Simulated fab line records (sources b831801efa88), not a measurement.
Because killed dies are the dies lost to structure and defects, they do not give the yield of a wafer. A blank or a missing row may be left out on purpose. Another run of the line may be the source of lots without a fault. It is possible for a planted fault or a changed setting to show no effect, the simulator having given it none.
fab line records	flow sky130	part 1 of 2: steps 1 to 27 of 37
record lots=5	wafers=15	last-day=49
route steps=708 shown POLY_GATE@213 RES_PROTECT@214 LDD_N@237
lots with no fault: from the same line, run without faults
start-h: start of the lot's first displayed wafer, in hours after the record's first day	wait-h: how many hours have passed since the lot's step before this one	" same as the row above	L1.1+2: one row covering several wafers at once	- value missing, or start not given	* or withheld: withheld	< > ~ a bound
route shown NAME@n: NAME is a module with steps in the file, n the number in the route of the first one	usual: mean and standard deviation over wafers with no fault	same: alike in all rows	chamber/n: place in a boat	sites: readings site by site	_std_site: the values' standard deviation	_edge_site: mean of outer sites minus mean of inner sites	radius-mm: how far each site lies from the wafer's centre	mask NAME#n: copy n	behind: the tool/chamber that last shaped the wafer	hold: why the lot went on hold/how many hours it stayed there/how the hold came to an end	device: whichever transistor did not switch (one of n, p or np)	end of line: the same wafers' tests at the end of the route	where a step has no rows: the recipe by itself	killed: not the wafer's yield, but the dies lost to structure and defects at the first sort	map: a wafer's dies, x killed, . not, _ none there
set.NAME: the setting as run; set.NAME@STEP: as run at that earlier step	model.NAME: the simulator's own value behind a step, which no gauge read
lots at selected steps of the route; one table per step, one row per wafer
services: when a tool's chamber went out of use (start-h, in hours from the record's first day, below 0 if earlier), for how many hours, and the reason
## steps
# step SKY_POLY_GATE_IMPLANT_02
# recipe species=P	energy-kev=30	dose-cm2=7.7e+15	tilt-deg=0
# usual end-station-pressure-torr=1.16e-05/7.8e-07	tilt-deg=-0.002/0.019
lot.wafer	tool	chamber	start-h	wait-h	end-station-pressure-torr	tilt-deg
L077.3	implanter-02	0	376.30	0.1	1.23e-05	0.004
L077.4	"	0	"	"	1.26e-05	-0.009
L077.6	"	0	"	"	1.25e-05	-0.012
L079.2	implanter-02	0	388.63	0.1	1.28e-05	-0.030
L079.3	"	0	"	"	1.31e-05	-0.011
L079.6	"	0	"	"	1.3e-05	-0.037
L081.1	implanter-03	0	401.60	0.1	1.25e-05	0.000
L081.3	"	0	"	"	1.18e-05	0.011
L081.5	"	0	"	"	1.01e-05	0.009
L087.2	implanter-03	0	463.83	0.1	1.07e-05	-0.003
L087.4	"	0	"	"	1.04e-05	0.017
L087.6	"	0	"	"	1.09e-05	0.011
L090.2	implanter-01	0	489.58	0.1	1.08e-05	0.021
L090.4	"	0	"	"	1.07e-05	-0.031
L090.5	"	0	"	"	1.15e-05	0.004
# step SKY_RES_PROTECT_STRIP_07
# recipe chemistry=O2/N2	power-w=1400	pressure-mtorr=1500	platen-temp-c=withheld	o2-flow-sccm=3000	n2-flow-sccm=300	overash-fraction=0.5
# usual drypump-motor-current-A=5.9/0.36	n2-flow-sccm=299.9/0.89	oes-product-au=0.518/0.0047	strip-time-to-endpoint-s=23.32/0.045
lot.wafer	tool	chamber	start-h	wait-h	drypump-motor-current-A	n2-flow-sccm	oes-product-au	rf-hours-counter-h	strip-time-to-endpoint-s
L077.3	plasma-asher-03	1	376.44	0.1	5.7	299.3	0.516	-	23.36
L077.4	"	0	"	"	5.8	301.3	0.518	-	23.33
L077.6	"	0	"	"	5.8	300.9	0.520	-	23.34
L079.2	plasma-asher-03	0	388.75	0.1	5.8	300.6	0.519	26	23.31
L079.3	"	0	"	"	5.8	300.5	0.515	-	23.34
L079.6	"	0	"	"	5.8	299.5	0.512	-	23.31
L081.1	plasma-asher-04	0	401.75	0.1	6.0	298.5	0.519	57	23.28
L081.3	"	0	"	"	6.0	298.4	0.513	-	23.28
L081.5	"	1	"	"	5.3	300.4	0.511	-	23.34
L087.2	plasma-asher-01	0	463.95	0.1	6.1	300.1	0.514	80	23.31
L087.4	"	0	"	"	6.1	301.4	0.515	-	23.29
L087.6	"	0	"	"	6.1	299.1	0.517	-	23.30
L090.2	plasma-asher-03	1	489.70	0.1	5.7	300.1	0.525	36	23.31
L090.4	"	0	"	"	5.8	300.2	0.508	-	23.28
L090.5	"	1	"	"	5.7	299.8	0.524	-	23.29
# step SKY_RES_PROTECT_TW_MEAS_08
# usual POLY_GATE_TW=4006/30
lot.wafer	tool	chamber	start-h	wait-h	POLY_GATE_TW
L077.3	film-metro-02	-	376.52	0.1	3991
L077.4	"	-	"	"	3969
L077.6	"	-	"	"	3975
L079.2	film-metro-01	-	388.86	0.1	3990
L079.3	"	-	"	"	3988
L079.6	"	-	"	"	3974
L081.1	film-metro-01	-	401.85	0.1	4001
L081.3	"	-	"	"	4004
L081.5	"	-	"	"	3977
L087.2	film-metro-02	-	464.06	0.1	3978
L087.4	"	-	"	"	3971
L087.6	"	-	"	"	4022
L090.2	film-metro-03	-	489.81	0.1	4044
L090.4	"	-	"	"	4055
L090.5	"	-	"	"	4070
# step SKY_RES_PROTECT_CLEAN_09
# recipe chemistry=SC1/SC2	mix=1:4:20	temp-c=70	time-s=150	dry=n2-spin
# usual bath-heat-duty-pct=13.3/1.5
lot.wafer	tool	chamber	start-h	wait-h	bath-heat-duty-pct
L077.3	wet-bench-01	0	376.56	0.0	12.7
L077.4	"	0	"	"	13.0
L077.6	"	0	"	"	11.1
L079.2	wet-bench-02	2	388.91	0.0	14.4
L079.3	"	2	"	"	13.8
L079.6	"	2	"	"	13.7
L081.1	wet-bench-02	0	401.91	0.1	11.5
L081.3	"	0	"	"	10.3
L081.5	"	0	"	"	10.6
L087.2	wet-bench-04	3	464.11	0.0	13.0
L087.4	"	3	"	"	13.7
L087.6	"	3	"	"	13.2
L090.2	wet-bench-02	2	489.86	0.0	13.4
L090.4	"	2	"	"	13.3
L090.5	"	2	"	"	14.4
# step SKY_POLY_GATE_CVD_03
# recipe material=Si3N4	precursor=DCS/NH3	target-thk-nm=75	temp-c=770	time-s=1290	pressure-mtorr=250
# usual spike-tc-bottom-C=790.1/1.2
lot.wafer	tool	chamber	start-h	wait-h	spike-tc-bottom-C
L077.3	lpcvd-02	0	377.18	0.6	788.3
L077.4	"	0	"	"	787.7
L077.6	"	0	"	"	790.0
L079.2	lpcvd-02	1	389.00	0.0	789.4
L079.3	"	1	"	"	790.8
L079.6	"	1	"	"	791.6
L081.1	lpcvd-02	0	402.41	0.4	789.8
L081.3	"	0	"	"	790.2
L081.5	"	0	"	"	790.6
L087.2	lpcvd-02	1	464.16	0.0	791.6
L087.4	"	1	"	"	790.6
L087.6	"	1	"	"	791.2
L090.2	lpcvd-02	1	491.31	1.4	790.5
L090.4	"	1	"	"	790.4
L090.5	"	1	"	"	790.8
# step SKY_POLY_GATE_THK_MEAS_04
# recipe reads=Si3N4_of_POLY_GATE_CVD_03
# usual POLY_GATE_CVD_03_THK=75.6/0.68
lot.wafer	tool	chamber	start-h	wait-h	POLY_GATE_CVD_03_THK[nm]
L077.3	film-metro-04	-	378.56	0.0	75.6
L077.4	"	-	"	"	75.3
L077.6	"	-	"	"	75.3
L079.2	film-metro-04	-	390.36	0.0	75.6
L079.3	"	-	"	"	75.9
L079.6	"	-	"	"	75.3
L081.1	film-metro-01	-	403.77	0.0	75.9
L081.3	"	-	"	"	76.3
L081.5	"	-	"	"	75.7
L087.2	film-metro-03	-	466.21	0.0	76.0
L087.4	"	-	"	"	76.0
L087.6	"	-	"	"	76.1
L090.2	film-metro-04	-	492.68	0.0	75.3
L090.4	"	-	"	"	75.7
L090.5	"	-	"	"	75.2
# step SKY_POLY_GATE_DEHYDRATE_05
# recipe temp-c=200	time-s=60
lot.wafer	tool	chamber	start-h	wait-h
L077.3+4+6	litho-track-03	0	392.39	13.8
L079.2+3+6	litho-track-02	0	404.33	14.0
L081.1+3+5	litho-track-04	0	418.11	14.3
L087.2+4+6	litho-track-03	0	480.87	14.6
L090.2+4+5	litho-track-02	0	506.18	13.5
# step SKY_POLY_GATE_HMDS_06
# recipe prime-time-s=60	prime-temp-c=120
lot.wafer	tool	chamber	start-h	wait-h
L077.3+4+6	litho-track-03	0	392.54	0.1
L079.2+3+6	litho-track-02	0	404.48	0.1
L081.1+3+5	litho-track-04	0	418.26	0.1
L087.2+4+6	litho-track-03	0	481.02	0.1
L090.2+4+5	litho-track-02	0	506.33	0.1
# step SKY_POLY_GATE_COAT_07
# recipe resist=BARC	temp-c=withheld	time-s=withheld	spin-rpm=3000	resist-thk-nm=110
lot.wafer	tool	chamber	start-h	wait-h
L077.3+4+6	litho-track-03	0	392.69	0.1
L079.2+3+6	litho-track-02	0	404.63	0.1
L081.1+3+5	litho-track-04	0	418.41	0.1
L087.2+4+6	litho-track-03	0	481.17	0.1
L090.2+4+5	litho-track-02	0	506.48	0.1
# step SKY_POLY_GATE_COAT_08
# recipe resist=KrF-thick	spin-rpm=3000	resist-thk-nm=450
lot.wafer	tool	chamber	start-h	wait-h
L077.3+4+6	litho-track-03	0	-	-
L079.2+3+6	litho-track-02	0	-	-
L081.1+3+5	litho-track-04	0	-	-
L087.2+4+6	litho-track-03	0	-	-
L090.2+4+5	litho-track-02	0	-	-
# step SKY_POLY_GATE_SOFTBAKE_09
# recipe temp-c=100	time-s=90	resist=KrF-thick
lot.wafer	tool	chamber	start-h	wait-h
L077.3+4+6	litho-track-03	0	-	-
L079.2+3+6	litho-track-02	0	-	-
L081.1+3+5	litho-track-04	0	-	-
L087.2+4+6	litho-track-03	0	-	-
L090.2+4+5	litho-track-02	0	-	-
# step SKY_POLY_GATE_EXPOSE_10
# recipe mask-id=P1M	na=0.68	source-shape=conventional	sigma-outer=0.6	target-cd-nm=150	dose-mj=28
# usual exposure-dose-mJ-cm2=28.38/0.087
# same sigma-outer=0.6
lot.wafer	tool	chamber	start-h	wait-h	mask	exposure-dose-mJ-cm2
L077.3	krf-scanner-01	0	-	-	P1M#0	28.22
L077.4	"	0	"	"	P1M#0	28.26
L077.6	"	0	"	"	P1M#0	28.25
L079.2	krf-scanner-02	0	-	-	P1M#0	28.43
L079.3	"	0	"	"	P1M#0	28.44
L079.6	"	0	"	"	P1M#0	28.41
L081.1	krf-scanner-01	0	-	-	P1M#0	28.25
L081.3	"	0	"	"	P1M#0	28.27
L081.5	"	0	"	"	P1M#0	28.25
L087.2	krf-scanner-02	0	-	-	P1M#0	28.44
L087.4	"	0	"	"	P1M#0	28.48
L087.6	"	0	"	"	P1M#0	28.43
L090.2	krf-scanner-02	0	-	-	P1M#0	28.44
L090.4	"	0	"	"	P1M#0	28.43
L090.5	"	0	"	"	P1M#0	28.43
# step SKY_POLY_GATE_PEB_11
# recipe peb-temp-c=withheld	peb-time-s=withheld	resist=KrF-thick
lot.wafer	tool	chamber	start-h	wait-h
L077.3+4+6	litho-track-02	0	-	-
L079.2+3+6	litho-track-03	0	-	-
L081.1+3+5	litho-track-02	0	-	-
L087.2+4+6	litho-track-03	0	-	-
L090.2+4+5	litho-track-04	0	-	-
# step SKY_POLY_GATE_DEVELOP_12
# recipe develop-time-s=60	resist=KrF-thick	dev-temp-c=21
lot.wafer	tool	chamber	start-h	wait-h
L077.3+4+6	litho-track-02	0	-	-
L079.2+3+6	litho-track-03	0	-	-
L081.1+3+5	litho-track-02	0	-	-
L087.2+4+6	litho-track-03	0	-	-
L090.2+4+5	litho-track-04	0	-	-
# step SKY_POLY_GATE_CD_MEAS_13
# recipe target-cd-nm=150
# usual cd-nm=149.9/1.6
lot.wafer	tool	chamber	start-h	wait-h	cd-nm
L077.3	cd-sem-01	-	406.99	-	150.4
L077.4	"	-	"	"	150.6
L077.6	"	-	"	"	150.7
L079.2	cd-sem-02	-	419.71	-	147.7
L079.3	"	-	"	"	148.4
L079.6	"	-	"	"	149.2
L081.1	cd-sem-02	-	434.40	-	149.1
L081.3	"	-	"	"	147.2
L081.5	"	-	"	"	149.5
L087.2	cd-sem-01	-	497.31	-	149.0
L087.4	"	-	"	"	148.6
L087.6	"	-	"	"	147.0
L090.2	cd-sem-02	-	522.28	-	150.5
L090.4	"	-	"	"	149.6
L090.5	"	-	"	"	149.6
# step SKY_POLY_GATE_OVL_MEAS_14
# usual POLY_GATE_OVL=6/5.1
lot.wafer	tool	chamber	start-h	wait-h	POLY_GATE_OVL[nm]
L077.3	overlay-02	-	407.08	0.1	15
L077.4	"	-	"	"	11
L077.6	"	-	"	"	13
L079.2	overlay-02	-	419.82	0.1	6
L079.3	"	-	"	"	4
L079.6	"	-	"	"	5
L081.1	overlay-02	-	434.52	0.1	11
L081.3	"	-	"	"	4
L081.5	"	-	"	"	15
L087.2	overlay-02	-	497.42	0.1	8
L087.4	"	-	"	"	4
L087.6	"	-	"	"	15
L090.2	overlay-01	-	522.39	0.1	-3
L090.4	"	-	"	"	10
L090.5	"	-	"	"	2
# step SKY_POLY_GATE_ETCH_15
# recipe chemistry=N2/H2	target=BARC	ion-energy-ev=200	source-w=500	bias-w=100	pressure-mtorr=30	n2-flow-sccm=100	h2-flow-sccm=200	stop-on=SiO2	time-s=118.5	target-depth-a=1100
# usual drypump-motor-current-A=5.8/0.45	n2-flow-sccm=100.0/0.32	oes-product-au=0.716/0.0049	throttle-valve-pct=13.213/0.0093
lot.wafer	tool	chamber	start-h	wait-h	drypump-motor-current-A	n2-flow-sccm	oes-product-au	rf-hours-counter-h	throttle-valve-pct
L077.3	rie-diel-02	0	407.11	0.0	6.2	99.6	0.715	89	13.218
L077.4	"	1	"	"	5.4	99.8	0.712	13	13.198
L077.6	"	3	"	"	5.2	100.9	0.712	-	13.225
L079.2	rie-diel-01	0	419.85	0.0	5.8	100.1	0.715	39	13.195
L079.3	"	1	"	"	6.4	99.8	0.716	4	13.205
L079.6	"	1	"	"	6.4	100.6	0.712	-	13.220
L081.1	rie-diel-02	0	434.56	0.0	6.2	100.3	0.717	90	13.195
L081.3	"	1	"	"	5.4	99.8	0.723	14	13.220
L081.5	"	0	"	"	6.2	99.9	0.718	-	13.218
L087.2	rie-diel-02	3	497.45	0.0	5.2	99.7	0.714	89	13.209
L087.4	"	0	"	"	6.2	100.2	0.716	91	13.206
L087.6	"	3	"	"	5.2	100.0	0.717	-	13.222
L090.2	rie-diel-02	2	522.42	0.0	6.0	99.7	0.717	12	13.199
L090.4	"	1	"	"	5.4	100.2	0.716	-	13.216
L090.5	"	0	"	"	6.2	100.1	0.717	-	13.221
# step SKY_POLY_GATE_ETCH_16
# recipe stop-on=poly-Si	chemistry=CH3F/O2	target=Si3N4	source-w=400	bias-w=80	pressure-mtorr=25	ch3f-flow-sccm=40	O2_flow_sccm=30	time-s=147.5	target-depth-a=750
# usual drypump-motor-current-A=5.8/0.45	oes-product-au=0.642/0.0051	throttle-valve-pct=10.534/0.0092
lot.wafer	tool	chamber	start-h	wait-h	drypump-motor-current-A	oes-product-au	rf-hours-counter-h	throttle-valve-pct
L077.3	rie-diel-02	0	407.19	0.0	6.2	0.639	89	10.534
L077.4	"	1	"	"	5.4	0.639	13	10.541
L077.6	"	3	"	"	5.2	0.648	-	10.525
L079.2	rie-diel-01	0	419.93	0.0	5.8	0.636	39	10.542
L079.3	"	1	"	"	6.4	0.640	4	10.522
L079.6	"	1	"	"	6.4	0.636	-	10.534
L081.1	rie-diel-02	0	434.64	0.0	6.2	0.648	90	10.520
L081.3	"	1	"	"	5.4	0.647	14	10.520
L081.5	"	0	"	"	6.2	0.638	-	10.528
L087.2	rie-diel-02	3	497.53	0.0	5.2	0.647	89	10.536
L087.4	"	0	"	"	6.2	0.647	91	10.525
L087.6	"	3	"	"	5.2	0.642	-	10.536
L090.2	rie-diel-02	2	522.50	0.0	6.1	0.643	12	10.547
L090.4	"	1	"	"	5.4	0.644	-	10.528
L090.5	"	0	"	"	6.2	0.643	-	10.539
# step SKY_POLY_GATE_ETCH_17
# recipe target-depth-nm=180	stop-on=SiO2	over-etch-frac=0.56667	chemistry=HBr/Cl2	target=poly-Si	icp-w=400	bias-w=100	pressure-mtorr=10	HBr_flow_sccm=150	Cl2_flow_sccm=50	time-s=70.5
# usual drypump-motor-current-A=5.6/0.42	oes-product-au=0.983/0.0078	throttle-valve-pct=33.684/0.0085
lot.wafer	tool	chamber	start-h	wait-h	drypump-motor-current-A	oes-product-au	rf-hours-counter-h	throttle-valve-pct
L077.3	rie-si-02	2	407.29	0.0	5.4	0.967	6	33.689
L077.4	"	1	"	"	6.3	0.986	55	33.692
L077.6	"	1	"	"	6.2	0.998	-	33.670
L079.2	rie-si-02	1	420.03	0.0	6.2	0.984	56	33.691
L079.3	"	0	"	"	5.7	0.984	6	33.684
L079.6	"	1	"	"	6.2	0.986	-	33.682
L081.1	rie-si-02	2	434.74	0.0	5.5	0.972	6	33.680
L081.3	"	0	"	"	5.7	0.980	6	33.682
L081.5	"	0	"	"	5.7	0.985	-	33.689
L087.2	rie-si-01	3	497.63	0.0	4.9	0.979	1	33.687
L087.4	"	0	"	"	5.0	0.975	1	33.681
L087.6	"	2	"	"	5.5	0.984	-	33.681
L090.2	rie-si-02	2	522.60	0.0	5.5	0.964	6	33.672
L090.4	"	1	"	"	6.3	0.987	-	33.679
L090.5	"	0	"	"	5.6	0.994	-	33.691
# step SKY_POLY_GATE_STRIP_18
# recipe chemistry=O2/N2	power-w=1400	pressure-mtorr=1500	platen-temp-c=withheld	o2-flow-sccm=3000	n2-flow-sccm=300	overash-fraction=0.5
# usual drypump-motor-current-A=6.1/0.42	n2-flow-sccm=299.8/0.94	oes-product-au=0.362/0.005	strip-time-to-endpoint-s=3.20/0.041
lot.wafer	tool	chamber	start-h	wait-h	drypump-motor-current-A	n2-flow-sccm	oes-product-au	rf-hours-counter-h	strip-time-to-endpoint-s
L077.3	plasma-asher-01	1	407.38	0.1	6.7	300.9	0.363	-	3.20
L077.4	"	0	"	"	6.2	299.3	0.362	-	3.21
L077.6	"	0	"	"	6.1	299.5	0.357	-	3.20
L079.2	plasma-asher-04	1	420.09	0.0	5.3	298.9	0.349	59	3.20
L079.3	"	0	"	"	6.0	298.9	0.357	-	3.19
L079.6	"	0	"	"	6.0	299.3	0.359	-	3.23
L081.1	plasma-asher-04	0	434.79	0.0	6.0	300.0	0.368	60	3.23
L081.3	"	1	"	"	5.3	298.8	0.368	-	3.24
L081.5	"	1	"	"	5.3	299.4	0.366	-	3.21
L087.2	plasma-asher-02	0	497.69	0.0	5.8	300.2	0.369	7	3.22
L087.4	"	1	"	"	6.1	299.1	0.360	-	3.22
L087.6	"	1	"	"	6.1	300.2	0.355	-	3.21
L090.2	plasma-asher-01	1	522.65	0.0	6.7	299.4	0.363	86	3.21
L090.4	"	0	"	"	6.2	301.6	0.360	-	3.19
L090.5	"	1	"	"	6.7	299.9	0.365	-	3.18
# step SKY_POLY_GATE_CLEAN_19
# recipe chemistry=SC1/SC2	mix=1:4:20	temp-c=70	time-s=150	dry=n2-spin
# usual bath-heat-duty-pct=13.0/1.4
lot.wafer	tool	chamber	start-h	wait-h	bath-heat-duty-pct
L077.3	wet-bench-02	2	407.44	0.0	15.2
L077.4	"	2	"	"	15.6
L077.6	"	2	"	"	13.7
L079.2	wet-bench-02	3	420.19	0.1	14.6
L079.3	"	3	"	"	15.8
L079.6	"	3	"	"	13.0
L081.1	wet-bench-04	3	434.89	0.1	13.5
L081.3	"	3	"	"	13.0
L081.5	"	3	"	"	13.9
L087.2	wet-bench-02	2	497.79	0.1	14.9
L087.4	"	2	"	"	13.8
L087.6	"	2	"	"	12.3
L090.2	wet-bench-04	3	522.75	0.1	14.2
L090.4	"	3	"	"	14.9
L090.5	"	3	"	"	13.3
# step SKY_POLY_GATE_OXIDATION_20
# recipe temp-c=850	ambient=O2	stabilise-s=600	purge-s=300	target-thk-a=40	ox-time-s=899
# usual spike-tc-bottom-C=867.9/2.9
lot.wafer	tool	chamber	start-h	wait-h	spike-tc-bottom-C
L077.3	furnace-02	0	408.46	1.0	869.9
L077.4	"	0	"	"	869.1
L077.6	"	0	"	"	870.9
L079.2	furnace-01	0	420.24	0.0	865.5
L079.3	"	0	"	"	865.6
L079.6	"	0	"	"	863.9
L081.1	furnace-01	0	435.23	0.3	865.6
L081.3	"	0	"	"	864.9
L081.5	"	0	"	"	864.5
L087.2	furnace-01	0	497.84	0.0	864.4
L087.4	"	0	"	"	866.4
L087.6	"	0	"	"	866.8
L090.2	furnace-01	0	522.80	0.0	865.2
L090.4	"	0	"	"	867.0
L090.5	"	0	"	"	865.2
# step SKY_POLY_GATE_THK_MEAS_21
# recipe reads=SiO2_of_POLY_GATE_OXIDATION_20
# usual POLY_GATE_OXIDATION_THK=4.01/0.075
lot.wafer	tool	chamber	start-h	wait-h	POLY_GATE_OXIDATION_THK[nm]
L077.3	film-metro-01	-	409.73	0.0	4.08
L077.4	"	-	"	"	4.08
L077.6	"	-	"	"	4.10
L079.2	film-metro-04	-	421.50	0.0	3.96
L079.3	"	-	"	"	4.02
L079.6	"	-	"	"	4.02
L081.1	film-metro-04	-	436.48	0.0	4.00
L081.3	"	-	"	"	4.01
L081.5	"	-	"	"	4.09
L087.2	film-metro-03	-	499.10	0.0	3.98
L087.4	"	-	"	"	4.07
L087.6	"	-	"	"	4.05
L090.2	film-metro-04	-	524.06	0.0	3.96
L090.4	"	-	"	"	3.99
L090.5	"	-	"	"	3.88
# step SKY_POLY_GATE_CD_MEAS_22
# usual cd-nm=150.3/2.3
lot.wafer	tool	chamber	start-h	wait-h	cd-nm
L077.3	cd-sem-02	-	409.83	0.1	149.8
L077.4	"	-	"	"	154.2
L077.6	"	-	"	"	151.4
L079.2	cd-sem-01	-	421.58	0.1	147.8
L079.3	"	-	"	"	149.8
L079.6	"	-	"	"	150.5
L081.1	cd-sem-01	-	436.54	0.1	150.8
L081.3	"	-	"	"	149.0
L081.5	"	-	"	"	150.1
L087.2	cd-sem-02	-	499.17	0.1	149.0
L087.4	"	-	"	"	148.0
L087.6	"	-	"	"	146.3
L090.2	cd-sem-01	-	524.14	0.1	149.8
L090.4	"	-	"	"	148.4
L090.5	"	-	"	"	152.5
# step SKY_LDD_N_DEHYDRATE_00
# recipe temp-c=200	time-s=60
lot.wafer	tool	chamber	start-h	wait-h
L077.3+4+6	litho-track-03	0	425.64	15.8
L079.2+3+6	litho-track-03	0	436.02	14.4
L081.1+3+5	litho-track-03	0	451.34	14.8
L087.2+4+6	litho-track-01	0	513.88	14.7
L090.2+4+5	litho-track-04	0	537.93	13.8
# step SKY_LDD_N_HMDS_01
# recipe prime-time-s=60	prime-temp-c=120
lot.wafer	tool	chamber	start-h	wait-h
L077.3+4+6	litho-track-03	0	425.79	0.1
L079.2+3+6	litho-track-03	0	436.17	0.1
L081.1+3+5	litho-track-03	0	451.49	0.1
L087.2+4+6	litho-track-01	0	514.03	0.1
L090.2+4+5	litho-track-04	0	538.08	0.1
# step SKY_LDD_N_COAT_02
# recipe resist=NOVOLAK	spin-rpm=3000	resist-thk-nm=300
lot.wafer	tool	chamber	start-h	wait-h
L077.3+4+6	litho-track-03	0	425.94	0.1
L079.2+3+6	litho-track-03	0	436.32	0.1
L081.1+3+5	litho-track-03	0	451.64	0.1
L087.2+4+6	litho-track-01	0	514.18	0.1
L090.2+4+5	litho-track-04	0	538.23	0.1
